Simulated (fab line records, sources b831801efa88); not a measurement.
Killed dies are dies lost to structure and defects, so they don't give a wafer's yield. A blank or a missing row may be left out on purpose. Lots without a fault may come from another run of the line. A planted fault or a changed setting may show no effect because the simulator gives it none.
Which tool did it? | flow sky130 | 12 lots, 36 wafers sampled, at 2 steps of a route of 708

WHAT THE GAUGES READ, wafer by wafer
SKY_VT_ADJUST_HVTP_OVL_MEAS_08. Usual: VT_ADJUST_HVTP_OVL -0.9 nm, standard deviation 1.4.
lot  | measured     | on         | VT_ADJUST_HVTP_OVL (nm) | flag
L260 | day 6 10:14  | overlay-02 | -1.8 -1.1 -0.2          |
L261 | day 6 10:53  | overlay-01 | -0.8 -0.4 -1.7          |
L262 | day 6 18:41  | overlay-01 | -2.0 -1.4 -1.9          |
L265 | day 7 10:20  | overlay-01 | -1.1 -1.2 -1.3          |
L268 | day 8 08:07  | overlay-01 | 1.2 1.0 -0.4            |
L270 | day 8 15:30  | overlay-01 | 0.2 -0.9 -0.6           |
L273 | day 9 13:17  | overlay-02 | 2.4 -0.3 -0.3           |
L275 | day 9 22:07  | overlay-02 | -0.4 0.7 0.9            |
L276 | day 10 05:56 | overlay-01 | -1.7 -0.1 -1.5          |
L277 | day 10 13:30 | overlay-01 | 0.3 -1.5 -0.8           |
L278 | day 11 00:13 | overlay-02 | 2.2 3.2 1.0             |
L282 | day 11 22:12 | overlay-01 | -2.3 -2.6 -2.2          |

WHICH TOOL RAN EACH LOT (tool, then ch and the chambers of the sampled wafers, then the start)
lot  | SKY_FIELD_ISO_ETCH_14
L260 | rie_diel-02 ch 1,2,3, day 2 07:32
L261 | rie_diel-01 ch 0,2,3, day 2 10:23
L262 | rie_diel-04 ch 0,2,3, day 2 15:51
L265 | rie_diel-02 ch 2,3, day 3 08:29
L268 | rie_diel-01 ch 0,1, day 4 00:58
L270 | rie_diel-02 ch 0,3, day 4 08:11
L273 | rie_diel-01 ch 1,3, day 5 00:53
L275 | rie_diel-02 ch 1,2,3, day 5 10:23
L276 | rie_diel-04 ch 0,1,3, day 5 15:59
L277 | rie_diel-02 ch 1,2,3, day 5 22:17
L278 | rie_diel-02 ch 0,1,3, day 6 05:05
L282 | rie_diel-02 ch 0,1,3, day 6 22:02
- SKY_FIELD_ISO_ETCH_14: etches BARC in N2/H2, stops on SiO2, time 48.11 s, target depth 60 nm.

WHAT THE TOOLS THEMSELVES READ (means of the sampled wafers that have a number; where no wafer has one, the mark that the record gives instead)
SKY_FIELD_ISO_ETCH_14. Usual: drypump_motor_current_A 5.6 A, standard deviation 0.45; oes_product_au 0.843 a.u., standard deviation 0.0047; throttle_valve_pct 13.224 %, standard deviation 0.0095.
lot  | tool        | drypump_motor_current_A (A) | oes_product_au (a.u.) | throttle_valve_pct (%) | flag
L260 | rie_diel-02 | 6.1                         | 0.841                 | 13.216                 |
L261 | rie_diel-01 | 5.3                         | 0.845                 | 13.229                 |
L262 | rie_diel-04 | 5.6                         | 0.842                 | 13.229                 |
L265 | rie_diel-02 | 6.1                         | 0.844                 | 13.222                 |
L268 | rie_diel-01 | 5.4                         | 0.845                 | 13.225                 |
L270 | rie_diel-02 | 5.3                         | 0.843                 | 13.224                 |
L273 | rie_diel-01 | 5.6                         | 0.844                 | 13.230                 |
L275 | rie_diel-02 | 6.1                         | 0.847                 | 13.218                 |
L276 | rie_diel-04 | 5.7                         | 0.843                 | 13.224                 |
L277 | rie_diel-02 | 6.1                         | 0.843                 | 13.225                 |
L278 | rie_diel-02 | 5.6                         | 0.844                 | 13.224                 |
L282 | rie_diel-02 | 5.6                         | 0.846                 | 13.226                 |

THE ANSWER, worked out from the rows above alone
Rule: a lot is off if the mean of its wafers that have a number lies more than 3 standard deviations from the usual mean. A lot without any number at a reading at which 4 lots or more have one is off too. The other lots that the step has rows for count as sound. The gauges are gone through in route order, then the tools' own readings, and for those a lot's mean is taken as printed above. The first step at which some lot is off is used, and at that step the reading that is off furthest; a lot without a number counts as furthest.
No lot is off at any reading shown: from this, nothing can be told.

WHAT THE SIMULATOR HAD PUT IN
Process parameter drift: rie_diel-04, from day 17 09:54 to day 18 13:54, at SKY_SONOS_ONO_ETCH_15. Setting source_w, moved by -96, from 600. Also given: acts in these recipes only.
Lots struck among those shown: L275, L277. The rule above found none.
